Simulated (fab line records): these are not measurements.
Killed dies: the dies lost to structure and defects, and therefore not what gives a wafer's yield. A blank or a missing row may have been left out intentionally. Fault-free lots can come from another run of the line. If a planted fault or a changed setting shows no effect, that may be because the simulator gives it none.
One fault seen from 2 desks | flow gf180mcu | every desk sees just its own numbers, and what lay behind them comes last

## THE METROLOGY DESK
What the gauges read, lot by lot, whatever tool the lot ran on: means of the sampled wafers that have a number. Marked OUT: a lot whose mean sits more than 4 standard deviations from the usual mean, which makes it out of limits; the brackets give that distance.
Columns: A = LVPWELL_RS at GF_VT_IMPLANT_RS_MEAS_48, usual 1197.1 ohm/sq; B = POLY_GATE_OXIDATION_THK at GF_POLY_GATE_THK_MEAS_17, usual 3.97 nm
lot  | first seen here | A                 | B
L411 | day 7 11:58     | 1199.5            | 3.92
L412 | day 7 20:01     | 1199.7            | 4.00
L413 | day 8 03:44     | 1192.0            | 4.06
L419 | day 9 20:43     | 1196.5            | 3.95
L420 | day 10 06:18    | 1222.4 (+9.4) OUT | 3.97
L423 | day 10 22:01    | 1219.2 (+8.2) OUT | 4.11
L426 | day 11 18:49    | 1195.4            | 4.04
L427 | day 12 01:16    | 1196.8            | 4.02
L428 | day 12 07:49    | 1197.8            | 3.99
L431 | day 13 03:52    | 1198.4            | 3.86
L432 | day 13 13:31    | 1193.0            | 4.02
L433 | day 13 22:22    | 1196.8            | 4.01
L434 | day 14 00:53    | 1192.7            | 4.00
Per this desk, out of limits: L420, L423; the first was L420, day 10 06:18 (LVPWELL_RS at GF_VT_IMPLANT_RS_MEAS_48). L411, L412, L413, L419, L426, L427, L428, L431, L432, L433, L434: within limits.

## AT THE TOOL OWNER'S DESK: implanter-02
The tool's own readings at GF_LVPWELL_IMPLANT_08: means of the sampled wafers that have a number, for each lot that ran on this tool. Marked OUT: a lot whose mean sits more than 4 standard deviations from the usual mean, which makes it out of limits; the brackets give that distance.
Columns: A = dose-ions-cm2 at GF_LVPWELL_IMPLANT_08, usual 1.5002e+13; B = end-station-pressure-torr at GF_LVPWELL_IMPLANT_08, usual 5.1e-06 Torr
lot  | first seen here | A                    | B
L419 | day 5 17:49     | 1.5005e+13           | 5.5e-06
L420 | day 6 02:14     | 1.4405e+13 (-40) OUT | 4.9e-06
L423 | day 6 15:28     | 1.4431e+13 (-38) OUT | 5.1e-06
This desk's verdict: out of limits on L420, L423, starting with L420 at day 6 02:14 (dose-ions-cm2 at GF_LVPWELL_IMPLANT_08). L419: within limits.

## BROUGHT TOGETHER
On L420, L423, at day 6 02:14, an alarm was possible from the tool owner's desk.
L420, L423 would have let the metrology desk raise an alarm at day 10 06:18.
The lots listed all ran GF_LVPWELL_IMPLANT_08 on implanter-02.

## WHAT HAD BEEN PUT IN BY THE SIMULATOR
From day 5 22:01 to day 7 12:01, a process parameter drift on implanter-02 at GF_LVPWELL_IMPLANT_08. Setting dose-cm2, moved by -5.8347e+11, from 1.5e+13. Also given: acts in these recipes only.
Shown lots that were struck: L420, L423.
Fault start to first reading out of limits, in hours, per desk: tool owner, 4; metrology, 104.
